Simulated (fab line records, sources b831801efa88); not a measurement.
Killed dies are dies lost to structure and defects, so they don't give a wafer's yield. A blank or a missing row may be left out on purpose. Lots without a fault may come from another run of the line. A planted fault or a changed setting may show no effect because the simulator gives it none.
One fault seen from 2 desks | flow sky130 | each desk has only its own numbers; what lay behind them comes last

THE METROLOGY DESK
What the gauges read, lot by lot, whatever tool the lot ran on: means of the sampled wafers that have a number. A lot is out of limits, marked OUT, if its mean lies more than 4 standard deviations from the usual mean; the brackets give that distance.
Columns: A = FIELD_ISO_CVD_24_THK at SKY_FIELD_ISO_THK_MEAS_25, usual 598 nm
lot  | first seen here | A
L696 | day 2 12:34     | 606
L697 | day 2 19:28     | 595
L698 | day 2 22:04     | 601
L700 | day 4 03:57     | 604
L702 | day 4 05:07     | 601
L704 | day 4 09:59     | 596
L705 | day 4 13:54     | 595
L709 | day 5 10:08     | 638 (+8.2) OUT
L711 | day 6 04:06     | 636 (+7.8) OUT
L712 | day 6 04:06     | 601
L717 | day 7 06:41     | 601
This desk's finding: out of limits on L709, L711; first on L709, day 5 10:08 (FIELD_ISO_CVD_24_THK at SKY_FIELD_ISO_THK_MEAS_25). In limits: L696, L697, L698, L700, L702, L704, L705, L712, L717.

THE TOOL OWNER'S DESK: hdpcvd-02
The tool's own readings at SKY_FIELD_ISO_CVD_24 (deposits SiO2, target thk 595 nm, time 99.2 s): means of the sampled wafers that have a number, for each lot that ran on this tool. A lot is out of limits, marked OUT, if its mean lies more than 4 standard deviations from the usual mean; the brackets give that distance.
Columns: A = pressure_mtorr at SKY_FIELD_ISO_CVD_24, usual 6.000 mTorr
lot  | first seen here | A
L696 | day 2 12:28     | 5.996
L698 | day 2 22:00     | 5.989
L700 | day 4 03:52     | 5.998
L702 | day 4 05:02     | 6.002
L709 | day 5 10:04     | 5.999
L711 | day 6 04:02     | 5.999
This desk's finding: nothing out of limits on any of the 6 lots.

PUT TOGETHER
The metrology desk could have raised an alarm at day 5 10:08, on L709, L711.
The tool owner's desk saw nothing out of limits.
The tool owner's desk has L709, L711 on record, within its limits.
Of the lots named, all ran SKY_FIELD_ISO_CVD_24 on hdpcvd-02.

WHAT THE SIMULATOR HAD PUT IN
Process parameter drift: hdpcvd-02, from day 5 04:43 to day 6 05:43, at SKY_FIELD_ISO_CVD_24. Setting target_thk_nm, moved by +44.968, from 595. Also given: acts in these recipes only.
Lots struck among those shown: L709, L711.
Hours from the fault's start to each desk's first reading out of limits: the metrology desk, 5.
